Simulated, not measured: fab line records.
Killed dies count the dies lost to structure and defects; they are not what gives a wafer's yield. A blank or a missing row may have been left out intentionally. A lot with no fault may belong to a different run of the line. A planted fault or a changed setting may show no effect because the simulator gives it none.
A lot that was struck, set against a sound lot -- flow gf180mcu -- 15 out of 602 route steps
Sound: these wafers, L111.1, L111.3, L111.5. Wafers L122.1, L122.3, L122.4 were the ones struck. The cause is given at the end.
Each step with rows lists, per side, the tool, then ch with its chambers, then its first start. Under that, the readings that differ: sound wafers -- struck wafers -- difference of the means -- sigmas: that difference in standard deviations of wafers without a fault.
alike: readings with means less than 2 such deviations apart, plus words and numbers identical on both sides. not compared: withheld readings, readings lacking a value on some wafer, bounds such as >300 that could conceal the same value, and numbers that have no deviation in the record and whose values overlap.
The two part at a step that has a row with sigmas, a row that says differs or no value, or rows on one side only. When numbers do not overlap yet have no deviation, they are printed without sigmas and do not part them. A reading missing from all wafers of one side parts the sides only when that side holds two or more wafers.

first, 1 step without rows for these wafers: GF_DUAL_GATE_DEVELOP_10 (develop time 60 s).
GF_DUAL_GATE_OVL_MEAS_11:
  sound: overlay-02 at day 9 15:20; struck: overlay-02 at day 12 21:06
  alike: DUAL_GATE_OVL
then, 1 step without rows for these wafers: GF_DUAL_GATE_WET_ETCH_12 (etches SiO2 in dHF, target depth 13 nm, time 260 s).
GF_DUAL_GATE_STRIP_13: strips in O2/N2.
  sound on plasma asher-02 ch 0, day 9 15:28; struck on plasma asher-04 ch 0,1, day 12 21:14
  alike: drypump motor current A, heater power w, oes product au, strip time to endpoint s
  not compared: rf hours counter h
then, 3 steps without rows for these wafers: GF_DUAL_GATE_CLEAN_14 (cleans in SC1/SC2, time 150 s); GF_DUAL_GATE_OXIDATION_15 (stabilise 600 s, purge 300 s, target thk 7.098 nm); GF_POLY_GATE_CVD_00 (deposits poly-Si, target thk 200 nm, time 1200 s).
GF_POLY_GATE_THK_MEAS_01:
  sound: film metro-04 at day 9 19:10; struck: film metro-02 at day 13 00:17
reading,sound,struck,difference,sigmas
POLY_GATE_CVD_00_THK (nm),204.1 203.7 204.1,197.4 199.2 199.0,-5.4,-3
then, 4 steps without rows for these wafers: GF_POLY_GATE_DEHYDRATE_02 (time 60 s); GF_POLY_GATE_HMDS_03 (prime time 60 s); GF_POLY_GATE_COAT_04; GF_POLY_GATE_COAT_05 (resist thk 700 nm).
GF_POLY_GATE_SOFTBAKE_06: time 60 s.
  sound on litho track-04 ch 0, day 10 03:00; struck on litho track-03 ch 0, day 13 10:00
reading,sound,struck,difference,sigmas
heater power total W (W),92.14 92.19 92.26,94.65 94.68 94.60,+2.45,+35
run length s (s),88.95 88.88 88.83,84.74 84.82 84.75,-4.12,-20
then, 2 steps without rows for these wafers: GF_POLY_GATE_EXPOSE_07 (exposes mask Poly2, target cd 280 nm); GF_PASSIVATION_PROBE_99.

== WHERE THEY PART ==
Earliest at GF_POLY_GATE_THK_MEAS_01; latest, in this record, at GF_POLY_GATE_SOFTBAKE_06.

WHY: what had been put in by the simulator
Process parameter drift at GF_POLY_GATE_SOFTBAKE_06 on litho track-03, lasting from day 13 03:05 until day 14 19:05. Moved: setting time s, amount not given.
